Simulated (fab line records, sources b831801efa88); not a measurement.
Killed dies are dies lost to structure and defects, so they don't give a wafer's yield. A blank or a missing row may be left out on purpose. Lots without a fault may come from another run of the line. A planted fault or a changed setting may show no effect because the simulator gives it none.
Split-lot experiment | flow sky130 | 5 lots, 15 wafers read, on a route of 708 steps

THE SPLIT
At SKY_METAL4_COAT_07 (resist thk 60 nm), the setting resist_thk_nm was moved away from the recipe's 60 nm on 5 of the 15 wafers read, by -4.8% to +3.9%. The other wafers ran this setting at the recipe's value.

FROM THE SPLIT TO THE READING: what the file shows between them, 3 steps
- SKY_METAL4_COAT_08: resist thk 1140 nm
- SKY_METAL4_SOFTBAKE_09: time 90 s
- SKY_METAL4_DESCUM_15: chemistry O2, time 8 s

THE READING
etch.depth_nm (the simulator's own value, which no gauge read), in nm, at SKY_METAL4_ETCH_16 (etches BARC in N2/H2, stops on SiO2, time 88.2 s, target depth 60 nm). The file gives no usual value for it. The 10 wafers here that ran the recipe average 59.89 nm, standard deviation 0.25 nm.

wafer  | tool, chamber at the split | resist_thk_nm as run, nm | against the recipe | etch.depth_nm, nm | against lot-mates on the recipe
L074.1 | litho_track-01, 0          | 60                       | recipe             | 60.46             | -
L074.4 | litho_track-01, 0          | 62.35                    | +3.9%              | 62.84             | +2.38
L074.5 | litho_track-01, 0          | 62.35                    | +3.9%              | 62.62             | +2.16
L076.1 | litho_track-01, 0          | 60                       | recipe             | 59.75             | -
L076.2 | litho_track-01, 0          | 60                       | recipe             | 59.88             | -
L076.6 | litho_track-01, 0          | 60                       | recipe             | 59.67             | -
L077.1 | litho_track-04, 0          | 60                       | recipe             | 59.53             | -
L077.6 | litho_track-04, 0          | 57.1                     | -4.8%              | 56.63             | -2.90
L081.3 | litho_track-03, 0          | 60                       | recipe             | 59.96             | -
L081.6 | litho_track-03, 0          | 60                       | recipe             | 60.04             | -
L083.1 | litho_track-01, 0          | 57.82                    | -3.6%              | 57.63             | -2.25
L083.2 | litho_track-01, 0          | 60                       | recipe             | 60                | -
L083.3 | litho_track-01, 0          | 60                       | recipe             | 59.98             | -
L083.4 | litho_track-01, 0          | 57.82                    | -3.6%              | 57.87             | -2.01
L083.6 | litho_track-01, 0          | 60                       | recipe             | 59.67             | -

THE FIT
A straight line over all 15 wafers: etch.depth_nm changes by +0.669 nm for each +1% of resist_thk_nm; r = +0.99; the points scatter about the line by 0.26 nm.
The same after taking each lot's own level away (the mean of its wafers on the recipe; 15 wafers): +0.588 nm for each +1%; r = +1.00; scatter 0.11 nm.
On that fit, the largest move of resist_thk_nm shifts the reading by 2.8 nm.
The lots' own levels span 59.530 to 60.460 nm, that is 3.7 times the standard deviation above.
So the lot-to-lot level changes the slope: the two fits differ.
Check: with one of the wafers moved furthest among these (-4.8%) left out of the fit, the line predicts -2.82 nm for it against its lot-mates. It came out at -2.9 nm against them.

OTHER SPLITS ON THESE WAFERS
These wafers also went through other splits before the reading. Each is held against what the fit with the lots' levels taken away leaves over:
other split on the same wafers  | wafers away from the commonest value | r with etch.depth_nm (lot level and that fit taken away)
SKY_VIA2_ETCH_15 bias_w         | 6                                    | +0.31
SKY_CAPM_EXPOSE_09 dose_mj      | 6                                    | +0.14
SKY_METAL3_EXPOSE_10 dose_mj    | 4                                    | +0.11
SKY_METAL3_ETCH_16 time_s       | 5                                    | +0.31
SKY_VIA3_ETCH_15 time_s         | 5                                    | -0.22
SKY_CAP2M_DEVELOP_11 dev_temp_c | 5                                    | -0.44

THE FILE'S OWN FIT
etch.depth_nm changes by +0.589 nm for each +1% of resist_thk_nm, r = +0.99.
